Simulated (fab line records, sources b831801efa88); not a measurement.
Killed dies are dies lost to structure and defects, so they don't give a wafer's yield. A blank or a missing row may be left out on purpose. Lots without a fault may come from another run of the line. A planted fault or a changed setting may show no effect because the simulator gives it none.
Which tool did it? | flow sky130 | 13 lots, 39 wafers sampled, at 5 steps of a route of 708

WHAT THE GAUGES READ, wafer by wafer
SKY_METAL1_CD_MEAS_15: target cd 140 nm. Usual: cd_nm 139.7 nm, standard deviation 1.5.
lot  | measured     | on        | cd_nm (nm)        | flag
L538 | day 33 13:48 | cd_sem-01 | 140.4 140.5 141.5 |
L540 | day 34 03:55 | cd_sem-01 | 139.6 140.3 141.6 |
L541 | day 34 14:19 | cd_sem-02 | 140.2 139.4 138.4 |
L542 | day 34 21:46 | cd_sem-02 | 139.0 137.8 138.2 |
L544 | day 35 13:04 | cd_sem-01 | 139.5 137.3 137.4 |
L543 | day 35 13:22 | cd_sem-02 | 139.4 140.3 140.1 |
L546 | day 36 11:50 | cd_sem-02 | 137.7 138.1 139.3 |
L547 | day 36 13:54 | cd_sem-01 | 137.8 138.0 136.2 |
L548 | day 36 22:16 | cd_sem-02 | 138.6 139.2 139.6 |
L549 | day 37 06:24 | cd_sem-02 | 140.4 141.4 141.1 |
L550 | day 37 11:56 | cd_sem-02 | 142.9 141.6 140.9 |
L551 | day 37 22:49 | cd_sem-01 | 138.2 139.3 138.1 |
L556 | day 39 01:02 | cd_sem-01 | 140.6 141.6 141.2 |

SKY_VIA1_BOW_MEAS_03. Usual: VIA1_BOW 78 um, standard deviation 6.8.
lot  | measured     | on            | VIA1_BOW (um) | flag
L538 | day 33 15:13 | film_metro-02 | 72 67 81      |
L540 | day 34 05:19 | film_metro-02 | 79 59 83      |
L541 | day 34 15:44 | film_metro-01 | 82 74 65      |
L542 | day 34 23:31 | film_metro-02 | 84 75 69      |
L544 | day 35 14:28 | film_metro-01 | 75 77 63      |
L543 | day 35 14:55 | film_metro-02 | 81 74 67      |
L546 | day 36 13:15 | film_metro-04 | 89 76 74      |
L547 | day 36 15:22 | film_metro-04 | 81 84 77      |
L548 | day 36 23:41 | film_metro-01 | 76 83 72      |
L549 | day 37 07:51 | film_metro-02 | 81 74 83      |
L550 | day 37 13:25 | film_metro-01 | 82 82 77      |
L551 | day 38 00:16 | film_metro-01 | 79 85 72      |
L556 | day 39 02:27 | film_metro-02 | 84 85 70      |

SKY_VIA2_THK_MEAS_01. Usual: VIA2_HDPCVD_THK 1181 nm, standard deviation 13.
lot  | measured     | on            | VIA2_HDPCVD_THK (nm)    | flag
L538 | day 35 23:16 | film_metro-01 | 1186 1193 1193          |
L540 | day 36 13:29 | film_metro-03 | 1158 1179 1197          |
L541 | day 36 22:58 | film_metro-03 | 1179 1165 1164          |
L542 | day 37 06:50 | film_metro-03 | 1167 1188 1178          |
L544 | day 37 20:28 | film_metro-03 | 1181 1166 1174          |
L543 | day 37 21:12 | film_metro-04 | 1185 1209 1192          |
L546 | day 38 19:16 | film_metro-03 | 1184 1180 1176          |
L547 | day 38 20:43 | film_metro-03 | 1189 1167 1192          |
L548 | day 39 05:52 | film_metro-01 | 1182 1170 1172          |
L549 | day 39 13:12 | film_metro-01 | 1182 1159 1171          |
L550 | day 39 17:43 | film_metro-03 | 596 585 594 596 585 593 | OFF
L551 | day 40 05:30 | film_metro-04 | 590 564 587 590 564 587 | OFF
L556 | day 41 06:41 | film_metro-01 | 1180 1199 1185          |

WHICH TOOL RAN EACH LOT (tool, then ch and the chambers of the sampled wafers, then the start)
lot  | SKY_METAL2_SPUTTER_01        | SKY_VIA2_HDPCVD_00
L538 | pvd_sputter-01, day 34 19:19 | hdpcvd-02 ch 0,2, day 35 23:04
L540 | pvd_sputter-03, day 35 09:41 | hdpcvd-01 ch 0,1,2, day 36 13:20
L541 | pvd_sputter-03, day 35 20:09 | hdpcvd-02 ch 0,1,2, day 36 22:50
L542 | pvd_sputter-02, day 36 03:42 | hdpcvd-01 ch 0,2, day 37 06:43
L544 | pvd_sputter-03, day 36 17:49 | hdpcvd-01 ch 0,1,2, day 37 20:20
L543 | pvd_sputter-02, day 36 18:11 | hdpcvd-02 ch 0,1,2, day 37 21:06
L546 | pvd_sputter-01, day 37 16:13 | hdpcvd-01 ch 0,2, day 38 19:07
L547 | pvd_sputter-02, day 37 18:55 | hdpcvd-02 ch 0,1,2, day 38 20:35
L548 | pvd_sputter-03, day 38 03:07 | hdpcvd-01 ch 0,1,2, day 39 05:46
L549 | pvd_sputter-01, day 38 11:16 | hdpcvd-02 ch 0,2, day 39 13:04
L550 | pvd_sputter-03, day 38 15:56 | hdpcvd-02 ch 0,1,2, day 39 17:35
L551 | pvd_sputter-02, day 39 03:28 | hdpcvd-02 ch 0,2, day 40 05:22
L556 | pvd_sputter-03, day 40 04:32 | hdpcvd-01 ch 0,1,2, day 41 06:34
- SKY_METAL2_SPUTTER_01: material TiN, target thk 20 nm, time 16.7 s.
- SKY_VIA2_HDPCVD_00: deposits SiO2, target thk 1180 nm, time 196.7 s.

WHAT THE TOOLS THEMSELVES READ (means of the sampled wafers that have a number; where no wafer has one, the mark that the record gives instead)
SKY_METAL2_SPUTTER_01. Usual: throttle_valve_pct 29.8 %, standard deviation 1.1.
lot  | tool           | throttle_valve_pct (%) | flag
L538 | pvd_sputter-01 | 30.7                   |
L540 | pvd_sputter-03 | 30.6                   |
L541 | pvd_sputter-03 | 31.1                   |
L542 | pvd_sputter-02 | 28.8                   |
L544 | pvd_sputter-03 | 30.0                   |
L543 | pvd_sputter-02 | 29.5                   |
L546 | pvd_sputter-01 | 30.3                   |
L547 | pvd_sputter-02 | 28.8                   |
L548 | pvd_sputter-03 | 30.0                   |
L549 | pvd_sputter-01 | 30.5                   |
L550 | pvd_sputter-03 | 30.0                   |
L551 | pvd_sputter-02 | 28.9                   |
L556 | pvd_sputter-03 | 30.4                   |

THE ANSWER, worked out from the rows above alone
Rule: a lot is off if the mean of its wafers that have a number lies more than 3 standard deviations from the usual mean. A lot without any number at a reading at which 4 lots or more have one is off too. The other lots that the step has rows for count as sound. The gauges are gone through in route order, then the tools' own readings, and for those a lot's mean is taken as printed above. The first step at which some lot is off is used, and at that step the reading that is off furthest; a lot without a number counts as furthest.
Off: L550, L551, at SKY_VIA2_THK_MEAS_01 (VIA2_HDPCVD_THK).
A tool fits if, at a process step before that reading, it ran every lot that is off, and no sound lot after the first of them. The gauges at SKY_VIA2_THK_MEAS_01 are tried like those tools. One fits: hdpcvd-02 at SKY_VIA2_HDPCVD_00. Its last sound lot is L549 (day 39 13:04), its first lot that is off L550 (day 39 17:35): a fault that began between those two fits.

WHAT THE SIMULATOR HAD PUT IN
Process parameter drift: hdpcvd-02, from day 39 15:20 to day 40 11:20, at SKY_VIA2_HDPCVD_00. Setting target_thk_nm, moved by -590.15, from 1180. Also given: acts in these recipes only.
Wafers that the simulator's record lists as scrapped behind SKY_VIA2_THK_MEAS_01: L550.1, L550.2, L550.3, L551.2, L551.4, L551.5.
Lots struck among those shown: L550, L551. The rule above found the same.
